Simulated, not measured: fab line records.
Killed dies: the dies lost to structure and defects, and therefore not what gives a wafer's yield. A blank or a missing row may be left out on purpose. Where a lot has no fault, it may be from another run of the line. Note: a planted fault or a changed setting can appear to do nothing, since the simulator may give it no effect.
Chamber matching ; flow sfq line ; SFQ_TRILAYER_I2_CMP_CMP_064 on cmp-02 has 4 sister chambers
The step polishes SiO2. 18 wafers are shown with their chamber, then 9 later ones without.

WAFERS PAIRED WITH THEIR CHAMBERS
wafer;chamber;motor current A (A);time to endpoint s (s)
L656.2;2;11.5;196
L656.3;3;10.4;212
L656.1;1;10.5;210
L659.3;3;10.4;215
L659.4;1;10.7;213
L659.5;3;10.6;215
L661.4;2;11.1;207
L661.1;0;9.2;213
L661.6;3;10.7;215
L668.1;1;11.2;217
L668.5;1;10.4;218
L668.6;0;9.0;221
L671.2;1;10.8;210
L671.3;0;9.0;219
L671.6;0;8.3;213
L672.3;1;10.8;211
L672.1;0;8.6;211
L672.6;1;10.1;222

SIGNATURES (averages over the wafers above)
reading;chamber 0;chamber 1;chamber 2;chamber 3;scatter within a chamber
motor current A;8.820;10.643;11.300;10.525;0.318
time to endpoint s;215.40;214.43;201.50;214.25;4.41
Rule: a wafer lies at a distance from a chamber equal to the root of the sum of squares, over the readings, of (its reading less the chamber's mean, divided by the reading's scatter). The wafer belongs to the nearest chamber; if the next one is less than 2 further off, it can't be placed. The scatter is the square root of a quotient: the sum, over the shown wafers, of each reading's squared deviation from its chamber's mean, divided by wafers minus chambers.

WAFERS WHOSE CHAMBER IS MISSING
wafer;motor current A (A);time to endpoint s (s)
L674.4;11.1;221
L674.3;11.0;213
L674.6;11.2;216
L675.1;11.5;219
L675.4;10.2;228
L675.5;11.3;221
L677.4;11.6;207
L677.2;10.4;214
L677.6;11.2;213

CHAMBER TAKEN BY EACH
wafer;from the rows above;in truth
L674.4;can't be placed: 1 or 3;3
L674.3;can't be placed: 1 or 3 or 2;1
L674.6;can't be placed: 1 or 3 or 2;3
L675.1;can't be placed: 1 or 3 or 2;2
L675.4;can't be placed: 3 or 1 or 0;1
L675.5;can't be placed: 1 or 3 or 2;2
L677.4;can't be placed: 2 or 1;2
L677.2;can't be placed: 3 or 1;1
L677.6;can't be placed: 1 or 3 or 2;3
Correct placement for 0 of the 9. Can't be placed from these rows: 9 (the true chamber is among the candidates in 9). Number placed wrongly: 0.
